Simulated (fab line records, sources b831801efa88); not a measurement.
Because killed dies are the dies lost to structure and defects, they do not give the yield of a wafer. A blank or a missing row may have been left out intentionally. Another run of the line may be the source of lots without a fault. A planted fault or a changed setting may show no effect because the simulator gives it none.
Chamber matching    flow gf180mcu    3 sister chambers for GF_V1_CVD_02 on pecvd-01
The step deposits SiO2 from TEOS, target thk 850 nm, time 94.851 s. 6 wafers are shown with their chamber, then 8 later ones without.

WAFERS, EACH WITH ITS CHAMBER
wafer   chamber  rfFwdPowerW (W)  heaterPowerW (W)
L599.6  0        597.7            711
L601.5  2        597.9            778
L602.1  2        597.0            792
L602.2  1        593.4            723
L602.3  0        593.8            710
L609.1  1        594.3            736

WAFERS WHOSE CHAMBER IS MISSING
wafer   rfFwdPowerW (W)  heaterPowerW (W)
L609.2  598.3            646
L609.4  596.8            718
L611.1  592.5            680
L611.2  598.3            636
L611.5  594.9            828
L615.2  592.7            815
L615.3  598.7            707
L615.6  599.9            746

EACH ONE'S CHAMBER
wafer    from the rows above            in truth
L609.2   0                              0
L609.4   can't be placed: 0 or 1        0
L611.1   0                              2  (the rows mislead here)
L611.2   0                              0
L611.5   2                              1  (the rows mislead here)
L615.2   2                              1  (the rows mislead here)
L615.3   0                              0
L615.6   can't be placed: 1 or 0 or 2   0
3 of 8 placed correctly. Can't be placed from these rows: 2 (the true chamber is among the candidates in 2). Wrongly placed: 3.
How it was worked out, from the rows above alone: a wafer's distance from a chamber is the root of the sum, over the readings, of the square of ((its reading less the chamber's mean) divided by the reading's scatter). The wafer belongs to the nearest chamber; if the next one is less than 2 further off, it can't be placed. A chamber's mean is the mean of its shown wafers. The scatter is the square root of a quotient: the sum, over the shown wafers, of each reading's squared deviation from its chamber's mean, divided by wafers minus chambers.
